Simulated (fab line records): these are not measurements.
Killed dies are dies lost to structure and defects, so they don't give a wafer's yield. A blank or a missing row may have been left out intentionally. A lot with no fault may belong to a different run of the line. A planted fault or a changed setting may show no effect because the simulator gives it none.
A struck lot beside a sound one / flow gf180mcu / 18 out of 602 route steps
Sound: these wafers, L606.1, L606.4, L606.5. Struck: wafers L609.4, L609.5 (left out: L609.3, a lot-mate that was not struck); the cause follows at the end.
Per side, at each step with rows, come the tool, then ch with its chambers, and then its first start. Under that, the readings that differ: sound wafers / struck wafers / difference of the means / sigmas: that difference in standard deviations of wafers without a fault.
alike: a reading whose means differ by less than 2 such deviations, as well as words and numbers matching on both sides. not compared: withheld readings; readings where some wafer has no value; bounds like >300 that might hide an equal value; numbers whose values overlap and for which the record gives no deviation.
Wherever a step has rows on one side only, a row that says differs or no value, or a row with sigmas, the two part there. Non-overlapping numbers with no deviation appear without sigmas and do not part them. Lack of a reading on every wafer of one side parts them only where that side has two or more wafers.

first, 2 steps without rows for these wafers: GF_CONTACT_PEB_12 (peb time 90 s); GF_CONTACT_DEVELOP_13 (develop time 60 s).
GF_CONTACT_CD_MEAS_14: target cd 220 nm.
  struck on cd_sem-02, day 20 22:42; sound on cd_sem-01, day 20 01:04
  alike: cd_nm
GF_CONTACT_OVL_MEAS_15:
  struck on overlay-01, day 20 22:47; sound on overlay-01, day 20 01:11
  alike: CONTACT_OVL
GF_CONTACT_ETCH_16: etches BARC in N2/H2.
  sound on rie_diel-01 ch 0,1,2, day 20 01:13; struck on rie_diel-03 ch 1, day 20 22:49
  alike: drypump_motor_current_A, h2_flow_sccm, oes_product_au, throttle_valve_pct
GF_CONTACT_ETCH_17: etches SiO2 in C4F8/O2/Ar, stops on CoSi2, target depth 860 nm.
  sound: rie_diel-01 ch 0,1,2; struck: rie_diel-03 ch 1
reading=oes_product_au (a.u.); sound=0.815 0.826 0.826; struck=0.809 0.814; difference=-0.011; sigmas=-2
GF_CONTACT_STRIP_18: strips in O2/N2.
  sound on plasma_asher-02 ch 0,1, day 20 01:23; struck on plasma_asher-01 ch 0,1, day 20 23:01
  alike: drypump_motor_current_A, heater_power_w, oes_product_au
  not compared: rf_hours_counter_h
then, 3 steps without rows for these wafers: GF_CONTACT_CLEAN_19 (cleans in SPM); GF_CONTACT_CLEAN_20 (cleans in DIW); GF_CONTACT_CLEAN_21 (cleans in dHF, time 20 s).
GF_CONTACT_SPUTTER_22: material Ti, target thk 15 nm, time 80.02 s.
  struck on pvd_sputter-02, day 20 23:16; sound on pvd_sputter-03, day 20 01:41
  alike: throttle_valve_pct
then, 1 step without rows for these wafers: GF_CONTACT_SPUTTER_23 (material TiN, target thk 10 nm, time 40 s).
GF_CONTACT_CVD_24: deposits W, target thk 300 nm, time 90.339 s.
  sound on cvd_w-02 ch 0,1, day 20 01:47; struck on cvd_w-02 ch 1, day 20 23:25
reading=model.W_of_CONTACT_CVD_24.thk_nm (nm); sound=297.8 298.6 296.8; struck=328 327.5; difference=+30; sigmas=
  alike: heater_power_w
  not compared: since_wet_clean_h
GF_CONTACT_RS_MEAS_25: measures by four-point-probe.
  struck on film_metro-02, day 20 23:31; sound on film_metro-03, day 20 01:53
reading=CONTACT_W_RS (ohm/sq); sound=0.386 0.386 0.388; struck=0.349 0.350; difference=-0.037; sigmas=-8
GF_CONTACT_THK_MEAS_26: measures by xrf.
  struck on film_metro-02, day 20 23:37; sound on film_metro-03, day 20 02:00
reading=CONTACT_W_THK (nm); sound=294 294 292; struck=326 324; difference=+32; sigmas=+8
GF_CONTACT_CMP_27: polishes, stops on SiO2, t overpolish 15 s, target thk 0 nm.
  sound on cmp-01 ch 1,2, day 20 02:04; struck on cmp-02 ch 0, day 20 23:39
reading=time_to_endpoint_s (s); sound=74 77 74; struck=86 88; difference=+12; sigmas=+3
  alike: motor_current_A
GF_M1_SPUTTER_00: material Ti, target thk 37.5 nm, time 150 s.
  struck on pvd_sputter-01, day 20 23:57; sound on pvd_sputter-02, day 20 02:22
  alike: throttle_valve_pct
GF_PASSIVATION_PROBE_99:
  the record holds rows for the sound wafers here (prober-02, day 32 03:47) but none for the struck ones

WHERE THEY PART
At GF_CONTACT_ETCH_17 first; at GF_PASSIVATION_PROBE_99 last (within this record only).

WHY: the cause the simulator had injected
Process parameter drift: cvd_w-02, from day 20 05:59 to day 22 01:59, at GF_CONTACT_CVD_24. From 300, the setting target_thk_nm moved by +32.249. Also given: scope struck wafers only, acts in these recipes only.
